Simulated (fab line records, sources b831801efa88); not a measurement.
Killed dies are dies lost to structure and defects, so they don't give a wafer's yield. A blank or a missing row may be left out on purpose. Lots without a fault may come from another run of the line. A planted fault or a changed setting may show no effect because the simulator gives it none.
fab line records | flow sky130
record lots=6 wafers=18 last_day=50
route steps=708 shown POLY_GATE@233 LDD_N@237
lots that met no fault: from a run of the same line without faults
start_h: hours from the record's first day to the start of the lot's first wafer shown | wait_h: hours since the lot's step before | " the same as in the row above | L1.1+2: a row that stands for several wafers | - no value, or no start given | * or withheld: withheld | < > ~ a bound
route shown NAME@n: a module of which the file shows steps, and the number in the route of the first | usual: mean/standard deviation of fault-free wafers | same: alike in all rows | chamber/n: place in a boat | sites: the reading at each site | _std_site: their standard deviation | _edge_site: outer sites' mean less inner sites' | radius_mm: how far each site lies from the wafer's centre | mask NAME#n: copy n | behind: the tool/chamber that last shaped the wafer | hold: why the lot was held/for how many hours/how that ended | device: the transistor (n, p or np) that didn't switch | end of line: the same wafers' tests at the end of the route | a step without rows: its recipe alone | killed: dies lost to structure and defects at the first sort, not the wafer's yield | map: a wafer's dies, x killed, . not, _ none there
set.NAME: the setting as run; set.NAME@STEP: as run at that earlier step | model.NAME: the simulator's own value behind a step, which no gauge read
lots at some steps of the route; a table a step, a row a wafer
services: from which hour (start_h, from the record's first day; less than 0 if before it) a tool's chamber was out of use, for how many hours, and why
## steps
# step SKY_POLY_GATE_CLEAN_19
# recipe chemistry=SC1/SC2 mix=1:4:20 temp_c=70 time_s=150 dry=n2_spin
# step SKY_POLY_GATE_OXIDATION_20
# recipe temp_c=850 ambient=O2 stabilise_s=600 purge_s=300 target_thk_a=40 ox_time_s=899
# step SKY_POLY_GATE_THK_MEAS_21
# recipe reads=SiO2_of_POLY_GATE_OXIDATION_20
# usual POLY_GATE_OXIDATION_THK=4.01/0.069
# columns lot.wafer tool chamber start_h wait_h POLY_GATE_OXIDATION_THK[nm]
L131.3 film_metro-01 - 419.39 0.0 3.95
L131.4 " - " " 4.03
L131.5 " - " " 3.98
L135.2 film_metro-04 - 437.69 0.0 4.03
L135.3 " - " " 3.87
L135.5 " - " " 3.94
L136.1 film_metro-03 - 444.52 0.0 4.03
L136.4 " - " " 3.92
L136.6 " - " " 4.04
L144.3 film_metro-03 - 513.67 0.0 4.02
L144.4 " - " " 4.02
L144.6 " - " " 4.01
L146.3 film_metro-01 - 523.79 0.0 3.90
L146.4 " - " " 3.91
L146.6 " - " " 4.00
L151.1 film_metro-04 - 578.57 0.0 3.91
L151.5 " - " " 4.04
L151.6 " - " " 3.91
# step SKY_POLY_GATE_CD_MEAS_22
# usual cd_nm=150.0/2.2
# columns lot.wafer tool chamber start_h wait_h cd_nm
L131.3 cd_sem-01 - 419.48 0.1 149.7
L131.4 " - " " 153.5
L131.5 " - " " 148.8
L135.2 cd_sem-02 - 437.77 0.1 148.7
L135.3 " - " " 151.3
L135.5 " - " " 149.7
L136.1 cd_sem-02 - 444.58 0.1 148.9
L136.4 " - " " 148.9
L136.6 " - " " 149.2
L144.3 cd_sem-02 - 513.77 0.1 150.2
L144.4 " - " " 148.7
L144.6 " - " " 149.7
L146.3 cd_sem-01 - 523.88 0.1 149.4
L146.4 " - " " 148.1
L146.6 " - " " 147.5
L151.1 cd_sem-01 - 578.63 0.1 147.7
L151.5 " - " " 146.5
L151.6 " - " " 148.1
# step SKY_LDD_N_DEHYDRATE_00
# recipe temp_c=200 time_s=60
# step SKY_LDD_N_HMDS_01
# recipe prime_time_s=60 prime_temp_c=120
# step SKY_LDD_N_COAT_02
# recipe resist=NOVOLAK spin_rpm=3000 resist_thk_nm=300
# step SKY_LDD_N_SOFTBAKE_03
# recipe temp_c=90 time_s=60 resist=NOVOLAK
# step SKY_LDD_N_EXPOSE_04
# recipe mask_id=NTM target_cd_nm=840 na=0.6 source_shape=conventional sigma_outer=0.6 dose_mj=110
# step SKY_LDD_N_PEB_05
# recipe temp_c=withheld time_s=* resist=NOVOLAK
# step SKY_LDD_N_DEVELOP_06
# recipe develop_time_s=60 dev_temp_c=23
# step SKY_LDD_N_OVL_MEAS_07
# usual LDD_N_OVL=-1.1/1.4
# columns lot.wafer tool chamber start_h wait_h LDD_N_OVL[nm]
L131.3 overlay-01 - 448.94 0.1 -2.3
L131.4 " - " " -1.3
L131.5 " - " " -2.2
L135.2 overlay-02 - 468.53 0.1 -2.8
L135.3 " - " " -2.5
L135.5 " - " " -1.3
L136.1 overlay-02 - 475.53 0.1 -0.7
L136.4 " - " " 1.5
L136.6 " - " " -0.2
L144.3 overlay-01 - 544.28 0.1 -1.5
L144.4 " - " " -1.1
L144.6 " - " " -1.1
L146.3 overlay-01 - 554.58 0.1 -1.1
L146.4 " - " " -1.8
L146.6 " - " " -1.8
L151.1 overlay-01 - 608.76 0.1 -2.2
L151.5 " - " " -0.5
L151.6 " - " " -1.0
# step SKY_LDD_N_IMPLANT_08
# recipe species=As energy_kev=20 dose_cm2=7.5e+13 tilt_deg=withheld rotation_deg=23
# usual beam_energy_keV=20.001/0.0055 beam_on_s=9.98/0.23 dose_ions_cm2=7.499e+13/8.8e+10
# columns lot.wafer tool chamber start_h wait_h beam_energy_keV beam_on_s dose_ions_cm2
L131.3 implanter-02 0 449.01 0.1 19.987 10.11 7.503e+13
L131.4 " 0 " " 19.995 9.90 7.489e+13
L131.5 " 0 " " 19.992 9.92 7.486e+13
L135.2 implanter-03 - 468.58 0.0 - - -
L135.3 " - " " - - -
L135.5 " - " " - - -
L136.1 implanter-04 - 475.57 0.0 - - -
L136.4 " - " " - - -
L136.6 " - " " - - -
L144.3 implanter-04 0 544.36 0.1 20.003 9.82 7.49e+13
L144.4 " 0 " " 20.008 10.04 7.485e+13
L144.6 " 0 " " 19.998 10.13 7.486e+13
L146.3 implanter-04 0 554.66 0.1 20.005 10.04 7.488e+13
L146.4 " 0 " " 20.006 10.14 7.494e+13
L146.6 " 0 " " 20.001 9.90 7.496e+13
L151.1 implanter-04 0 608.79 0.0 20.003 10.25 7.506e+13
L151.5 " 0 " " 20.010 9.79 7.494e+13
L151.6 " 0 " " 20.004 10.03 7.501e+13
# step SKY_LDD_N_IMPLANT_09
# recipe species=As energy_kev=20 dose_cm2=7.5e+13 tilt_deg=withheld rotation_deg=113
# step SKY_LDD_N_IMPLANT_10
# recipe species=As energy_kev=20 dose_cm2=7.5e+13 tilt_deg=withheld rotation_deg=203
# step SKY_LDD_N_IMPLANT_11
# recipe species=As energy_kev=20 dose_cm2=7.5e+13 tilt_deg=withheld rotation_deg=293
# step SKY_LDD_N_IMPLANT_12
# recipe species=BF2 energy_kev=50 dose_cm2=5e+12 tilt_deg=30 rotation_deg=0
# step SKY_LDD_N_IMPLANT_13
# recipe species=BF2 energy_kev=50 dose_cm2=5e+12 tilt_deg=30 rotation_deg=90
# step SKY_LDD_N_IMPLANT_14
# recipe species=BF2 energy_kev=50 dose_cm2=5e+12 tilt_deg=30 rotation_deg=180
# step SKY_LDD_N_IMPLANT_15
# recipe species=BF2 energy_kev=50 dose_cm2=5e+12 tilt_deg=30 rotation_deg=270
# step SKY_LDD_N_STRIP_16
# recipe chemistry=O2/N2 power_w=1400 pressure_mtorr=1500 platen_temp_c=withheld o2_flow_sccm=3000 n2_flow_sccm=300 overash_fraction=0.5
# usual drypump_motor_current_A=5.3/0.38 oes_product_au=0.406/0.0046 strip_time_to_endpoint_s=4.319/0.015
# columns lot.wafer tool chamber start_h wait_h drypump_motor_current_A oes_product_au rf_hours_counter_h strip_time_to_endpoint_s
L131.3 plasma_asher-01 1 450.19 0.1 5.1 0.401 - 4.316
L131.4 " 0 " " 4.9 0.409 - 4.321
L131.5 " 1 " " 5.2 0.413 - 4.308
L135.2 plasma_asher-01 0 469.76 0.1 4.9 0.409 79 4.117
L135.3 " 1 " " 5.1 0.412 - 4.130
L135.5 " 1 " " 5.1 0.406 - 4.147
L136.1 plasma_asher-03 0 476.77 0.1 5.5 0.410 67 4.158
L136.4 " 1 " " 5.3 0.408 - 4.154
L136.6 " 0 " " 5.5 0.407 - 4.157
L144.3 plasma_asher-04 0 545.54 0.1 6.0 0.419 - 4.288
L144.4 " 1 " " 4.7 0.404 - 4.306
L144.6 " 1 " " 4.7 0.400 - 4.319
L146.3 plasma_asher-04 0 556.88 0.1 5.9 0.410 - 4.291
L146.4 " 1 " " 4.7 0.404 - 4.300
L146.6 " 1 " " 4.7 0.409 - 4.304
L151.1 plasma_asher-01 0 609.99 0.1 4.9 0.402 93 4.327
L151.5 " 0 " " 4.9 0.406 - 4.334
L151.6 " 1 " " 5.2 0.411 - 4.334
# step SKY_LDD_N_TW_MEAS_17
# usual LDD_N_TW=2582/12
# columns lot.wafer tool chamber start_h wait_h LDD_N_TW
L131.3 film_metro-01 - 450.28 0.1 2592
L131.4 " - " " 2577
L131.5 " - " " 2568
L135.2 film_metro-02 - 469.87 0.1 2428
L135.3 " - " " 2429
L135.5 " - " " 2431
L136.1 film_metro-01 - 476.87 0.1 2419
L136.4 " - " " 2425
L136.6 " - " " 2434
L144.3 film_metro-01 - 545.63 0.1 2558
L144.4 " - " " 2569
L144.6 " - " " 2561
L146.3 film_metro-02 - 556.97 0.1 2589
L146.4 " - " " 2594
L146.6 " - " " 2565
L151.1 film_metro-01 - 610.09 0.1 2589
L151.5 " - " " 2594
L151.6 " - " " 2592
## services
# columns tool chamber start_h hours kind
implanter-02 - 454.99 6.1 repair
plasma_asher-03 - 461.51 1.4 repair
implanter-02 - 472.65 4.0 pm
implanter-02 - 481.34 1.2 repair
implanter-02 - 530.72 2.5 repair
implanter-02 - 551.21 5.7 pm
implanter-04 - 573.32 13.5 pm
plasma_asher-01 - 578.85 2.8 pm
plasma_asher-01 - 591.32 3.3 repair
plasma_asher-03 - 601.09 52.7 repair
## key
first_sign step=SKY_LDD_N_IMPLANT_08 reading=tool_record direction=missing
effect step=SKY_LDD_N_STRIP_16 reading=strip_time_to_endpoint_s direction=down sigmas=11 usual=* struck=*
effect step=SKY_LDD_N_TW_MEAS_17 reading=LDD_N_TW direction=down sigmas=13 usual=2582 struck=2428
met_at SKY_LDD_N_IMPLANT_08
struck_wafers L135.2,L135.3,L135.5,L136.1,L136.4,L136.6
later_rows_left_out L135.2,L135.3,L135.5,L136.1,L136.4,L136.6
sort_left_out L135.2,L135.3,L135.5,L136.1,L136.4,L136.6
tester_left_out L135,L136
fault kind=skipped_step_whole tool=implanter-03,implanter-04 chamber=- onset_h=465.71 steps=SKY_LDD_N_IMPLANT_08 scope=struck_lots_only
# tester_left_out: of these lots the tester's yield and bins aren't shown, on N5 and GAA mostly nor the transistor test; their killed dies are dies lost to structure and defects alone, not to doping, threshold or leakage, so they don't give the yield
# sort_left_out: the simulated sort isn't trusted on such a fault, so these wafers' sort isn't shown, and their yield isn't known
# later_rows_left_out: the simulator's readings of these wafers behind a module that went badly wrong aren't trusted and aren't shown, but for the sort
